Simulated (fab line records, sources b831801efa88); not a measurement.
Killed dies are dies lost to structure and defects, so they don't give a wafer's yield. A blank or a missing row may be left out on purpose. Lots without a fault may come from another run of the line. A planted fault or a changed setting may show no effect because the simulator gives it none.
fab line records | flow gf180mcu
record lots=15 wafers=45 last_day=34
route steps=602 shown V2@400 M3@412
lots that met no fault: from a run of the same line without faults
start_h: hours from the record's first day to the start of the lot's first wafer shown | wait_h: hours since the lot's step before | " the same as in the row above | L1.1+2: a row that stands for several wafers | - no value, or no start given | * or withheld: withheld | < > ~ a bound
route shown NAME@n: a module of which the file shows steps, and the number in the route of the first | usual: mean/standard deviation of fault-free wafers | same: alike in all rows | chamber/n: place in a boat | sites: the reading at each site | _std_site: their standard deviation | _edge_site: outer sites' mean less inner sites' | radius_mm: how far each site lies from the wafer's centre | mask NAME#n: copy n | behind: the tool/chamber that last shaped the wafer | hold: why the lot was held/for how many hours/how that ended | device: the transistor (n, p or np) that didn't switch | end of line: the same wafers' tests at the end of the route | a step without rows: its recipe alone | killed: dies lost to structure and defects at the first sort, not the wafer's yield | map: a wafer's dies, x killed, . not, _ none there
set.NAME: the setting as run; set.NAME@STEP: as run at that earlier step | model.NAME: the simulator's own value behind a step, which no gauge read
steps of the route over a sample of lots; a table a step, a row a wafer
services: from which hour (start_h, from the record's first day; less than 0 if before it) a tool's chamber was out of use, for how many hours, and why
## steps
# step GF_V2_STRIP_18
# recipe chemistry=O2/N2 power_w=1400 pressure_mtorr=1500 platen_temp_c=250 o2_flow_sccm=3000 n2_flow_sccm=300 overash_fraction=0.5
# usual chamber_pressure_mTorr=1500.0/1.4 drypump_motor_current_A=5.5/0.39 heater_power_w=324/16 n2_flow_sccm=300.1/0.88 oes_product_au=0.593/0.0051 platen_temp_c=250.00/0.19
# columns lot.wafer tool chamber start_h wait_h chamber_pressure_mTorr drypump_motor_current_A heater_power_w n2_flow_sccm oes_product_au platen_temp_c rf_hours_counter_h
L655.1 plasma_asher-04 1 473.91 - 1499.4 5.8 326 300.9 0.602 250.10 36
L655.5 " 0 " " 1499.5 5.5 330 299.0 0.590 250.00 -
L655.6 " 1 " " 1499.8 5.8 329 300.1 0.590 250.04 -
L658.1 plasma_asher-02 1 512.05 - 1499.1 6.2 320 300.7 0.597 249.82 9
L658.5 " 0 " " 1501.4 5.6 334 301.3 0.577 249.73 -
L658.6 " 1 " " 1498.0 6.1 324 299.3 0.591 249.83 -
L659.3 plasma_asher-04 1 517.94 - 1497.6 5.8 327 300.4 0.602 250.17 -
L659.4 " 0 " " 1500.9 5.5 341 299.9 0.594 250.05 -
L659.6 " 1 " " 1500.1 5.8 331 301.0 0.587 250.14 -
L660.2 plasma_asher-04 0 519.11 - 1500.4 5.5 337 300.0 0.585 250.09 41
L660.3 " 1 " " 1500.6 5.8 319 300.4 0.599 249.76 -
L660.4 " 0 " " 1501.3 5.5 343 300.6 0.589 250.17 -
L661.3 plasma_asher-01 1 539.78 - 1498.6 4.8 323 300.3 0.589 250.46 -
L661.5 " 0 " " 1500.0 5.4 298 299.1 0.596 250.02 -
L661.6 " 1 " " 1499.0 4.8 320 300.6 0.601 250.59 -
L665.1 plasma_asher-02 0 568.55 - 1499.2 5.6 341 299.6 0.599 249.90 15
L665.2 " 1 " " 1496.7 6.1 316 301.2 0.592 250.07 15
L665.5 " 0 " " 1498.8 5.6 335 298.3 0.591 250.19 -
L667.1 plasma_asher-01 0 597.10 - 1500.4 5.4 289 300.6 0.593 249.93 86
L667.2 " 1 " " 1499.9 4.8 314 300.7 0.580 249.99 86
L667.6 " 0 " " 1501.4 5.4 298 299.5 0.592 249.99 -
L668.1 plasma_asher-02 1 599.00 - 1500.8 6.1 322 299.9 0.594 249.87 18
L668.4 " 1 " " 1500.2 6.1 316 301.1 0.595 249.94 -
L668.5 " 1 " " 1500.7 6.2 315 300.9 0.586 250.13 -
L669.2 plasma_asher-04 1 604.10 - 1500.6 5.8 332 299.5 0.583 250.15 50
L669.3 " 0 " " 1500.0 5.5 336 300.7 0.582 250.16 -
L669.4 " 1 " " 1500.5 5.8 324 299.2 0.594 250.01 -
L670.2 plasma_asher-04 0 611.01 - 1498.0 5.5 344 302.0 0.590 249.70 51
L670.3 " 1 " " 1497.8 5.8 320 298.5 0.599 249.98 -
L670.5 " 0 " " 1498.1 5.5 346 302.2 0.599 250.11 -
L671.2 plasma_asher-04 1 622.45 - 1499.3 5.8 324 300.9 0.591 250.17 52
L671.4 " 1 " " 1498.3 5.8 328 299.3 0.591 250.09 -
L671.6 " 1 " " 1499.9 5.8 319 299.0 0.585 249.77 -
L672.1 plasma_asher-01 0 623.52 - 1500.9 5.4 287 299.8 0.596 249.90 89
L672.2 " 1 " " 1499.5 4.8 325 298.3 0.591 249.86 89
L672.4 " 0 " " 1499.9 5.4 301 300.2 0.588 250.02 -
L673.1 plasma_asher-02 1 630.40 - 1499.5 6.1 322 299.2 0.588 250.01 22
L673.3 " 0 " " 1498.2 5.6 338 300.5 0.590 249.90 -
L673.5 " 0 " " 1500.4 5.6 340 300.0 0.590 249.95 -
L674.1 plasma_asher-01 1 636.54 - 1500.5 4.8 330 299.1 0.599 249.61 90
L674.3 " 0 " " 1499.4 5.4 289 300.8 0.607 250.07 -
L674.6 " 1 " " 1499.9 4.8 313 301.0 0.601 249.78 -
L675.1 plasma_asher-01 1 640.20 - 1498.1 4.8 322 299.7 0.591 249.96 90
L675.2 " 0 " " 1500.4 5.4 295 299.9 0.588 249.71 90
L675.5 " 0 " " 1498.3 5.4 293 299.5 0.594 250.13 -
# step GF_V2_SPUTTER_22
# recipe material=TiN target_thk_nm=10 chamber_pressure_pa=5 power_w=4000 time_s=40
# usual cathode_dc_power_W=4000.0/0.73 chamber_pressure_pa=4.999/0.011 throttle_valve_pct=30.1/0.84
# same time_s=40
# columns lot.wafer tool chamber start_h wait_h cathode_dc_power_W chamber_pressure_pa throttle_valve_pct
L655.1 pvd_sputter-04 - 474.90 0.0 3999.1 5.003 29.7
L655.5 " - " " 4000.0 4.987 30.0
L655.6 " - " " 4001.6 5.002 30.6
L658.1 pvd_sputter-04 - 512.65 0.0 4000.3 4.996 29.8
L658.5 " - " " 3998.5 5.008 29.4
L658.6 " - " " 4000.1 5.006 28.5
L659.3 pvd_sputter-01 - 518.50 0.0 4000.3 4.995 29.7
L659.4 " - " " 3999.8 4.992 30.9
L659.6 " - " " 3999.4 5.001 31.8
L660.2 pvd_sputter-02 - 519.74 0.0 4000.2 5.010 30.0
L660.3 " - " " 3999.8 4.988 30.5
L660.4 " - " " 4000.6 5.005 30.4
L661.3 pvd_sputter-02 - 540.43 0.0 3998.5 5.002 30.5
L661.5 " - " " 3999.4 5.002 29.5
L661.6 " - " " 4001.0 4.989 30.8
L665.1 pvd_sputter-04 - 569.15 0.0 3999.9 5.026 30.4
L665.2 " - " " 3999.7 5.019 28.6
L665.5 " - " " 3999.2 5.003 30.6
L667.1 pvd_sputter-04 - 597.70 0.0 3999.7 4.991 29.6
L667.2 " - " " 4000.5 4.981 30.6
L667.6 " - " " 4000.5 5.006 30.0
L668.1 pvd_sputter-02 - 599.62 0.0 4001.1 5.000 30.7
L668.4 " - " " 3999.5 5.001 30.2
L668.5 " - " " 3999.0 4.978 29.5
L669.2 pvd_sputter-04 - 604.73 0.0 3999.9 5.022 29.8
L669.3 " - " " 3999.1 4.995 28.5
L669.4 " - " " 3999.2 5.003 29.4
L670.2 pvd_sputter-01 - 611.65 0.0 3999.3 5.011 29.8
L670.3 " - " " 4000.5 5.014 30.8
L670.5 " - " " 3999.2 4.998 29.9
L671.2 pvd_sputter-01 - 623.04 0.0 3999.4 5.000 31.4
L671.4 " - " " 4000.2 4.996 29.7
L671.6 " - " " 3999.7 4.994 31.4
L672.1 pvd_sputter-01 - 624.12 0.0 4000.3 5.007 31.1
L672.2 " - " " 4001.0 4.990 31.8
L672.4 " - " " 4000.3 5.014 30.0
L673.1 pvd_sputter-02 - 631.03 0.0 3999.9 4.994 30.5
L673.3 " - " " 3999.0 4.987 29.6
L673.5 " - " " 4000.0 4.993 30.2
L674.1 pvd_sputter-04 - 637.16 0.0 3999.5 4.998 29.6
L674.3 " - " " 3999.7 5.004 28.4
L674.6 " - " " 4000.3 4.998 29.9
L675.1 pvd_sputter-02 - 640.82 0.0 4000.0 4.998 30.6
L675.2 " - " " 3999.2 5.013 30.5
L675.5 " - " " 4000.1 5.007 30.9
# step GF_M3_SPUTTER_03
# recipe material=Ti target_thk_nm=10 substrate_temp_c=300 chamber_pressure_pa=0.3 power_w=3000 time_s=6.7
# usual cathode_dc_power_W=2999.9/0.51 chamber_pressure_pa=0.2999/0.00055 throttle_valve_pct=30.3/0.78 time_s=6.7/0
# columns lot.wafer tool chamber start_h wait_h cathode_dc_power_W chamber_pressure_pa throttle_valve_pct time_s
L655.1 pvd_sputter-03 - 475.70 0.0 3000.2 0.3003 30.1 6.7
L655.5 " - " " 3000.1 0.2997 30.1 6.7
L655.6 " - " " 3000.2 0.3005 31.0 6.7
L658.1 pvd_sputter-03 - 513.44 0.0 - - - -
L658.5 " - " " - - - -
L658.6 " - " " - - - -
L659.3 pvd_sputter-03 - 519.29 0.0 - - - -
L659.4 " - " " - - - -
L659.6 " - " " - - - -
L660.2 pvd_sputter-01 - 520.53 0.0 - - - -
L660.3 " - " " - - - -
L660.4 " - " " - - - -
L661.3 pvd_sputter-01 - 541.22 0.0 2999.7 0.2993 31.1 6.7
L661.5 " - " " 3000.1 0.2993 29.6 6.7
L661.6 " - " " 2999.0 0.2994 31.0 6.7
L665.1 pvd_sputter-01 - 569.94 0.0 3000.0 0.3007 30.7 6.7
L665.2 " - " " 2999.5 0.2998 30.1 6.7
L665.5 " - " " 2999.4 0.3001 31.0 6.7
L667.1 pvd_sputter-01 - 598.49 0.0 3000.9 0.2999 31.9 6.7
L667.2 " - " " 3000.8 0.2992 29.8 6.7
L667.6 " - " " 3000.1 0.2999 30.4 6.7
L668.1 pvd_sputter-03 - 600.41 0.0 2999.2 0.2993 31.0 6.7
L668.4 " - " " 2999.9 0.3006 30.2 6.7
L668.5 " - " " 3000.7 0.2997 31.2 6.7
L669.2 pvd_sputter-01 - 605.52 0.0 3000.2 0.2996 31.0 6.7
L669.3 " - " " 2999.2 0.3005 29.8 6.7
L669.4 " - " " 2999.3 0.3004 30.6 6.7
L670.2 pvd_sputter-03 - 612.44 0.0 3000.3 0.3000 29.6 6.7
L670.3 " - " " 3000.0 0.2997 30.3 6.7
L670.5 " - " " 3000.3 0.3001 29.7 6.7
L671.2 pvd_sputter-04 - 623.83 0.0 2999.9 0.3007 28.9 6.7
L671.4 " - " " 2999.9 0.2999 29.5 6.7
L671.6 " - " " 3000.5 0.2998 28.2 6.7
L672.1 pvd_sputter-03 - 624.91 0.0 2999.2 0.2996 29.9 6.7
L672.2 " - " " 2999.7 0.3002 30.2 6.7
L672.4 " - " " 3001.4 0.3000 30.0 6.7
L673.1 pvd_sputter-04 - 631.82 0.0 3000.7 0.3000 28.5 6.7
L673.3 " - " " 3000.3 0.2998 30.6 6.7
L673.5 " - " " 2999.7 0.2998 29.8 6.7
L674.1 pvd_sputter-03 - 637.95 0.0 2999.0 0.3003 31.4 6.7
L674.3 " - " " 3000.4 0.3001 30.3 6.7
L674.6 " - " " 2999.8 0.3007 29.3 6.7
L675.1 pvd_sputter-01 - 641.61 0.0 2999.8 0.3001 29.8 6.7
L675.2 " - " " 3000.0 0.2993 31.7 6.7
L675.5 " - " " 2999.4 0.3002 30.2 6.7
# step GF_M3_CD_MEAS_14
# recipe target_cd_nm=280
# usual cd_nm=280.3/1.4
# columns lot.wafer tool chamber start_h wait_h cd_nm
L655.1 cd_sem-02 - 499.73 0.1 279.6
L655.5 " - " " 280.7
L655.6 " - " " 280.3
L658.1 cd_sem-02 - 536.21 0.1 279.9
L658.5 " - " " 278.4
L658.6 " - " " 278.5
L659.3 cd_sem-02 - 542.53 0.2 279.8
L659.4 " - " " 280.0
L659.6 " - " " 281.4
L660.2 cd_sem-02 - 543.46 0.2 280.1
L660.3 " - " " 279.5
L660.4 " - " " 280.0
L661.3 cd_sem-02 - 563.27 0.1 281.4
L661.5 " - " " 281.6
L661.6 " - " " 280.6
L665.1 cd_sem-02 - 591.93 0.1 282.1
L665.2 " - " " 282.5
L665.5 " - " " 282.7
L667.1 cd_sem-02 - 619.49 0.3 279.8
L667.2 " - " " 279.9
L667.6 " - " " 280.2
L668.1 cd_sem-02 - 621.51 0.1 279.6
L668.4 " - " " 280.0
L668.5 " - " " 279.8
L669.2 cd_sem-02 - 626.15 0.1 280.5
L669.3 " - " " 281.5
L669.4 " - " " 280.1
L670.2 cd_sem-02 - 632.72 0.2 278.8
L670.3 " - " " 279.7
L670.5 " - " " 278.3
L671.2 cd_sem-02 - 644.05 0.1 281.2
L671.4 " - " " 281.0
L671.6 " - " " 280.7
L672.1 cd_sem-02 - 644.63 0.1 280.1
L672.2 " - " " 281.4
L672.4 " - " " 280.5
L673.1 cd_sem-01 - 651.16 0.1 280.4
L673.3 " - " " 277.8
L673.5 " - " " 280.7
L674.1 cd_sem-01 - 657.33 0.1 280.8
L674.3 " - " " 280.2
L674.6 " - " " 279.0
L675.1 cd_sem-01 - 660.98 0.1 281.0
L675.2 " - " " 282.5
L675.5 " - " " 281.2
## services
# columns tool chamber start_h hours kind
plasma_asher-01 - 475.07 7.5 repair
plasma_asher-04 - 512.65 0.5 repair
plasma_asher-01 - 535.86 0.8 repair
pvd_sputter-03 - 556.92 0.9 repair
plasma_asher-02 - 560.97 2.8 pm
## key
first_sign step=GF_M3_SPUTTER_03 reading=tool_record direction=missing
effect none on later readings
met_at GF_M3_SPUTTER_03
struck_lots L658,L659,L660
later_rows_left_out L658.1,L658.5,L658.6,L659.3,L659.4,L659.6,L660.2,L660.3,L660.4
sort_left_out L658.1,L658.5,L658.6,L659.3,L659.4,L659.6,L660.2,L660.3,L660.4
not_acting_at GF_V2_STRIP_18,GF_V2_SPUTTER_22,GF_M3_CD_MEAS_14
onset_between 475.70 513.44
fault kind=skipped_step_whole tool=pvd_sputter-01,pvd_sputter-03 chamber=- onset_h=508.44 steps=GF_M3_SPUTTER_03 scope=struck_lots_only
# sort_left_out: the simulated sort isn't trusted on such a fault, so these wafers' sort isn't shown, and their yield isn't known
# later_rows_left_out: the simulator's readings of these wafers behind a module that went badly wrong aren't trusted and aren't shown, but for the sort
